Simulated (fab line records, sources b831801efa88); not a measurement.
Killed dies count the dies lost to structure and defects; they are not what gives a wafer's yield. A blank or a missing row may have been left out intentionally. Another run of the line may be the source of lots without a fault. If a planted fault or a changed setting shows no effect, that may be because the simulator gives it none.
Check for tools in common + flow sky130 + Lots sampled 12, wafers sampled 34

## REASON FOR OPENING
At SKY_SD_N_RS_MEAS_16 the reading SD_N_RS is flagged on 2 of 12 lots. No-fault wafers: 68.52 ohm/sq, standard deviation 0.17.
Rule: a lot gets a flag if all its wafers with a number sit over 4 standard deviations from that mean, or if no wafer of it has a number. The other lots count as sound.

| lot  | measured     | on            | SD_N_RS (ohm/sq), wafer by wafer | flag    |
|------|--------------|---------------|----------------------------------|---------|
| L100 | day 28 01:43 | film metro-04 | 68.40 68.58 68.53                |         |
| L102 | day 28 17:28 | film metro-02 | 68.37 68.36 68.36                |         |
| L104 | day 29 00:19 | film metro-02 | 68.43 68.56 68.53                |         |
| L105 | day 29 03:54 | film metro-04 | 68.69 68.53 68.58                |         |
| L106 | day 29 20:22 | film metro-03 | 68.52 68.62 68.53                |         |
| L107 | day 30 11:34 | film metro-02 | 68.24 68.25 68.23                |         |
| L108 | day 30 11:50 | film metro-04 | 68.59 68.58 68.53                |         |
| L110 | day 31 07:37 | film metro-04 | 68.75 68.70 68.72                |         |
| L112 | day 32 07:28 | film metro-03 | 68.70 68.77 68.71                |         |
| L118 | day 33 12:40 | film metro-04 | 67.65 67.74                      | FLAGGED |
| L120 | day 34 13:59 | film metro-02 | 67.48 67.35                      | FLAGGED |
| L121 | day 34 15:23 | film metro-02 | 68.45 68.07 68.37                |         |
The mean of the flagged lots' numbers is 67.56 ohm/sq, -0.96 ohm/sq from the usual (-6 standard deviations).

## LOT BY LOT: THE TOOL USED
The record holds 1 process step before the reading, out of a route of 708 steps. Read each cell as the tool, then ch plus the chambers that the sampled wafers visited, then the start.
| lot  | flag    | SKY_SD_N_RTA_14                  |
|------|---------|----------------------------------|
| L100 |         | rtp anneal-02 ch 0, day 28 01:32 |
| L102 |         | rtp anneal-02 ch 0, day 28 17:17 |
| L104 |         | rtp anneal-02 ch 0, day 29 00:08 |
| L105 |         | rtp anneal-02 ch 0, day 29 03:43 |
| L106 |         | rtp anneal-02 ch 0, day 29 20:11 |
| L107 |         | rtp anneal-01 ch 0, day 30 11:23 |
| L108 |         | rtp anneal-02 ch 0, day 30 11:36 |
| L110 |         | rtp anneal-02 ch 0, day 31 07:26 |
| L112 |         | rtp anneal-02 ch 0, day 32 07:17 |
| L118 | FLAGGED | rtp anneal-02 ch 0, day 33 12:29 |
| L120 | FLAGGED | rtp anneal-02 ch 0, day 34 13:49 |
| L121 |         | rtp anneal-01 ch 0, day 34 15:11 |
What the steps here do:
- SKY_SD_N_RTA_14: time 2 s.
- SKY_SD_N_RS_MEAS_16: measures by four-point-probe.

## FLAGGED OVER TOTAL, TOOL BY TOOL (the gauges that took the reading come last)
| step                | tool          | lots run | flagged | share of the flagged lots | sound lots run after its first flagged lot |
|---------------------|---------------|----------|---------|---------------------------|--------------------------------------------|
| SKY_SD_N_RTA_14     | rtp anneal-01 | 2        | 0       | none                      | -                                          |
| SKY_SD_N_RTA_14     | rtp anneal-02 | 10       | 2       | all                       | 0                                          |
| SKY_SD_N_RS_MEAS_16 | film metro-02 | 5        | 1       | some                      | 1 (L121)                                   |
| SKY_SD_N_RS_MEAS_16 | film metro-03 | 2        | 0       | none                      | -                                          |
| SKY_SD_N_RS_MEAS_16 | film metro-04 | 5        | 1       | some                      | 0                                          |

## THE TABLE: WHAT IT ALLOWS
In the table, 1 row covers all flagged lots: rtp anneal-02 at SKY_SD_N_RTA_14.
- rtp anneal-02 at SKY_SD_N_RTA_14: 2 of its 10 lots flagged. It ran its last sound lot, L112, at day 32 07:17 and its first flagged lot, L118, at day 33 12:29: a fault with its onset between the two fits. Its own readings lie more than 4 standard deviations out on every wafer of the flagged lots: wafer_temp_C_max.
rtp anneal-02 at SKY_SD_N_RTA_14 is the single tool remaining.

## WHAT THE SIMULATOR HAD INSERTED
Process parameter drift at SKY_SD_N_RTA_14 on rtp anneal-02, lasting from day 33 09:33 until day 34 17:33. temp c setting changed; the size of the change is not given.
Lots struck among those shown: L118, L120. The rule above found the same.
